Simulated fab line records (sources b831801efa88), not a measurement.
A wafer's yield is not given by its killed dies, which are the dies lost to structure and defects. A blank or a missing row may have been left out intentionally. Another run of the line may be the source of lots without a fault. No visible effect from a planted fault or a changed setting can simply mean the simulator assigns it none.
Problem report in the 8D (eight disciplines) form, filled by code / flow gf180mcu / the parts of the form that need people (team, actions taken, sign-off) are left out

== 1. PROBLEM STATEMENT ==
At GF_NSD_CD_MEAS_07, cd-nm averages 426.8 nm over 5 wafers from 3 lots, while fault-free wafers read 400.1 nm, standard deviation 2.6. Measured from the usual mean, that is +10 standard deviations.
The step: target cd 400 nm.
First seen on wafer L585.2, day 17 03:22, on cd-sem-01. At this step, 45 wafers from 15 lots have a number in the record. Rule for "out" (also "out of limits"): further than 4 standard deviations from the usual mean. The rest of the wafers with a number are treated as sound.

== 2. WHAT IT IS, AND WHAT IT ISN'T ==
question=which readings at this step | is=cd-nm | is not=-
question=which lots | is=L585, L587, L590 | is not=L577, L578, L579, L580, L581, L586, L593, L594, L595, L596, L598, L599
question=which wafers of those lots | is=L585.2, L587.2, L587.6, L590.4, L590.6 | is not=L585.1, L585.5, L587.1, L590.1
question=read on which gauges | is=cd-sem-01, cd-sem-02 | is not=-
question=when | is=from day 17 03:22 | is not=up to then (20 sound wafers); but 20 sound wafers of L587, L590, L593, L594, L595, L596, L598, L599 came after

== 3. SUSPECTS, AND WHAT RULES EACH OUT ==
Counting: a tool at a process step up to the reading stays a suspect if it ran every lot that is out. Sound lots after the first of them don't rule it out here, since some wafers of a struck lot are sound.
- the gauge at GF_NSD_CD_MEAS_07: ruled out. Those wafers that are out were read across 2 gauges (cd-sem-01, cd-sem-02).
- litho-track-01 at GF_NSD_DEVELOP_06 (develop time 60 s): kept. It ran every lot that is out, first L585 (day 17 03:13); its last sound lot up to then is L586 (day 17 00:06).
Remaining after the count: litho-track-01 at GF_NSD_DEVELOP_06.

== 4. THE CAUSE (what the simulator had put in) ==
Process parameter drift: litho-track-01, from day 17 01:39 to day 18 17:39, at GF_NSD_DEVELOP_06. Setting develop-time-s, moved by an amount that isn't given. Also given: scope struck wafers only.
This tool alone remained once counting was done.

== 5. THE CHAIN OF EFFECTS, in route order ==
Each row: a reading whose mean over the struck wafers that have a number lies more than 3 standard deviations from the usual. Only readings for which the record gives a usual standard deviation are gone through. hours: the time from each lot's start at the first step in this table that gives one to its start at this step, as a median over the lots. sigmas: the change in usual standard deviations.
hours=0; step=GF_NSD_CD_MEAS_07; reading=cd-nm; usual=400.1 nm; on struck wafers=426.8; change=+26.7; sigmas=+10

== 6. HOW IT WOULD HAVE BEEN CAUGHT EARLIER ==
In this record the first reading out of limits at a measuring or inspecting step was taken at day 17 03:22, 2 hours after the fault began at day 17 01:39.
L587, L590, from the lots that are out (3), started GF_NSD_DEVELOP_06 on litho-track-01 later than day 17 03:22. A hold on the tool at that time would have spared those 2.
